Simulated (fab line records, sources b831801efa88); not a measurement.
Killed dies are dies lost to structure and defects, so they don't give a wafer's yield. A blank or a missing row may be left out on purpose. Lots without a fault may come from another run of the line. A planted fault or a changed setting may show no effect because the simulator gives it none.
One fault seen from 2 desks | flow sky130 | each desk has only its own numbers; what lay behind them comes last

THE TOOL OWNER'S DESK: lpcvd-01
The tool's own readings at SKY_POLY_GATE_CVD_00 (deposits poly-Si, target thk 180 nm, time 720 s): means of the sampled wafers that have a number, for each lot that ran on this tool. A lot is out of limits, marked OUT, if its mean lies more than 4 standard deviations from the usual mean; the brackets give that distance. Of its 9 readings 7 are shown: the one that was out of limits first, and those that lie furthest out on some lot.
Columns: A = spike_tc_bottom_C at SKY_POLY_GATE_CVD_00, usual 640.7 C; B = spike_tc_centre_C at SKY_POLY_GATE_CVD_00, usual 621.3 C; C = spike_tc_lower_C at SKY_POLY_GATE_CVD_00, usual 620.8 C; D = spike_tc_top_C at SKY_POLY_GATE_CVD_00, usual 639.2 C; E = spike_tc_upper_C at SKY_POLY_GATE_CVD_00, usual 619.6 C; F = susceptor_temp_C at SKY_POLY_GATE_CVD_00, usual 619.96 C; G = zone_power_bottom_pct at SKY_POLY_GATE_CVD_00, usual 13.42 %
lot  | first seen here | A               | B               | C               | D                | E               | F                | G
L194 | day 14 03:16    | 641.7           | 621.6           | 619.7           | 638.0            | 619.2           | 619.71           | 13.28
L197 | day 15 07:05    | 639.3           | 621.4           | 621.3           | 641.2            | 620.0           | 620.04           | 13.40
L199 | day 15 20:31    | 640.0           | 621.6           | 621.6           | 641.6            | 620.2           | 619.77           | 13.51
L200 | day 16 04:59    | 640.8           | 621.4           | 620.9           | 640.3            | 620.7           | 620.28           | 13.44
L201 | day 16 22:58    | 640.8           | 622.8           | 621.7           | 641.8            | 620.2           | 620.36           | 13.46
L202 | day 16 22:58    | 640.3           | 620.6           | 620.4           | 637.4            | 618.9           | 619.91           | 13.35
L203 | day 17 07:28    | 640.9           | 621.6           | 622.2           | 640.9            | 619.7           | 619.94           | 13.43
L209 | day 19 15:53    | 625.1 (-12) OUT | 606.8 (-13) OUT | 607.4 (-11) OUT | 628.1 (-5.3) OUT | 605.6 (-12) OUT | 604.88 (-58) OUT | 12.79 (-5.2) OUT
L211 | day 20 02:07    | 626.7 (-11) OUT | 606.6 (-13) OUT | 605.6 (-13) OUT | 621.8 (-8.3) OUT | 603.8 (-13) OUT | 605.03 (-57) OUT | 12.82 (-5.0) OUT
L210 | day 20 03:55    | 626.3 (-11) OUT | 607.8 (-12) OUT | 606.2 (-12) OUT | 626.3 (-6.2) OUT | 605.6 (-12) OUT | 605.31 (-56) OUT | 12.75 (-5.6) OUT
This desk's finding: out of limits on L209, L210, L211; first on L209, day 19 15:53 (spike_tc_bottom_C at SKY_POLY_GATE_CVD_00). In limits: L194, L197, L199, L200, L201, L202, L203.

THE METROLOGY DESK
What the gauges read, lot by lot, whatever tool the lot ran on: means of the sampled wafers that have a number. A lot is out of limits, marked OUT, if its mean lies more than 4 standard deviations from the usual mean; the brackets give that distance.
Columns: A = cd_nm at SKY_SONOS_ONO_CD_MEAS_13, usual 410.0 nm; B = POLY_GATE_CVD_00_THK at SKY_POLY_GATE_THK_MEAS_01, usual 179.9 nm; C = LDD_HVP_OVL at SKY_LDD_HVP_OVL_MEAS_07, usual 0.1 nm
lot  | first seen here | A     | B               | C
L194 | day 12 20:13    | 409.7 | 183.4           | 0.6
L197 | day 13 23:50    | 408.8 | 179.7           | -1.4
L199 | day 14 10:49    | 410.0 | 180.2           | 0.1
L200 | day 14 21:29    | 407.8 | 180.5           | 1.5
L202 | day 15 13:17    | 410.4 | 179.0           | 0.2
L201 | day 15 13:20    | 404.3 | 182.1           | -0.1
L203 | day 15 21:16    | 408.2 | 180.2           | -1.6
L209 | day 18 05:33    | 410.9 | 128.1 (-32) OUT | -3.2
L211 | day 18 14:47    | 409.1 | 127.6 (-33) OUT | 0.8
L210 | day 18 15:16    | 411.0 | 128.4 (-32) OUT | 0.8
This desk's finding: out of limits on L209, L210, L211; first on L209, day 19 17:05 (POLY_GATE_CVD_00_THK at SKY_POLY_GATE_THK_MEAS_01). In limits: L194, L197, L199, L200, L202, L201, L203.

PUT TOGETHER
The tool owner's desk could have raised an alarm at day 19 15:53, on L209, L210, L211.
The metrology desk could have raised an alarm at day 19 17:05, on L209, L210, L211.
Of the lots named, all ran SKY_POLY_GATE_CVD_00 on lpcvd-01.

WHAT THE SIMULATOR HAD PUT IN
Process parameter drift: lpcvd-01, from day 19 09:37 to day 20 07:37, at SKY_POLY_GATE_CVD_00. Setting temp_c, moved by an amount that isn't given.
Lots struck among those shown: L209, L210, L211.
Hours from the fault's start to each desk's first reading out of limits: the tool owner's desk, 6; the metrology desk, 7.
